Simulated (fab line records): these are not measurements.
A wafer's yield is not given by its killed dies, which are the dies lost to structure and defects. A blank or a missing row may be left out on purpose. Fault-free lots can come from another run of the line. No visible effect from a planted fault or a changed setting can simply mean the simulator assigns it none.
Chamber matching / flow sfq_line / 4 sister chambers for SFQ_TRILAYER_I0_CMP_CMP_028 on cmp-02
The step polishes SiO2. 4 wafers are shown with their chamber, then 8 later ones without.

## WAFERS PAIRED WITH THEIR CHAMBERS
wafer=L976.5; chamber=3; motor_current_A (A)=10.0
wafer=L988.1; chamber=0; motor_current_A (A)=10.5
wafer=L988.5; chamber=1; motor_current_A (A)=8.0
wafer=L989.2; chamber=2; motor_current_A (A)=10.6

## WAFERS MISSING THEIR CHAMBER
wafer=L989.5; motor_current_A (A)=10.7
wafer=L989.6; motor_current_A (A)=9.8
wafer=L990.1; motor_current_A (A)=10.2
wafer=L990.4; motor_current_A (A)=8.2
wafer=L990.5; motor_current_A (A)=8.1
wafer=L993.1; motor_current_A (A)=8.4
wafer=L993.5; motor_current_A (A)=7.9
wafer=L993.6; motor_current_A (A)=10.3

## WHICH CHAMBER EACH ONE RAN IN
wafer=L989.5; from the rows above=can't be placed: 2 or 0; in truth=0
wafer=L989.6; from the rows above=3; in truth=3
wafer=L990.1; from the rows above=can't be placed: 3 or 0 or 2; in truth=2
wafer=L990.4; from the rows above=1; in truth=1
wafer=L990.5; from the rows above=1; in truth=1
wafer=L993.1; from the rows above=1; in truth=1
wafer=L993.5; from the rows above=1; in truth=1
wafer=L993.6; from the rows above=can't be placed: 0 or 2 or 3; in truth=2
Placed correctly: 5 of 8. Unplaceable from these rows: 3, with the true chamber sitting among the candidates in 3. 0 placed wrongly.
How it was worked out, from the rows above alone: a wafer's distance from a chamber is the root of the sum, over the readings, of the square of ((its reading less the chamber's mean) divided by the reading's scatter). If the next closest chamber is less than 2 further off than the closest, the wafer can't be placed; otherwise it belongs to the closest. The mean given for a chamber averages the wafers shown for that chamber. The scatter (one wafer shown for each chamber): square how far every hidden wafer sits from the nearest shown wafer, average those squares and take the square root.
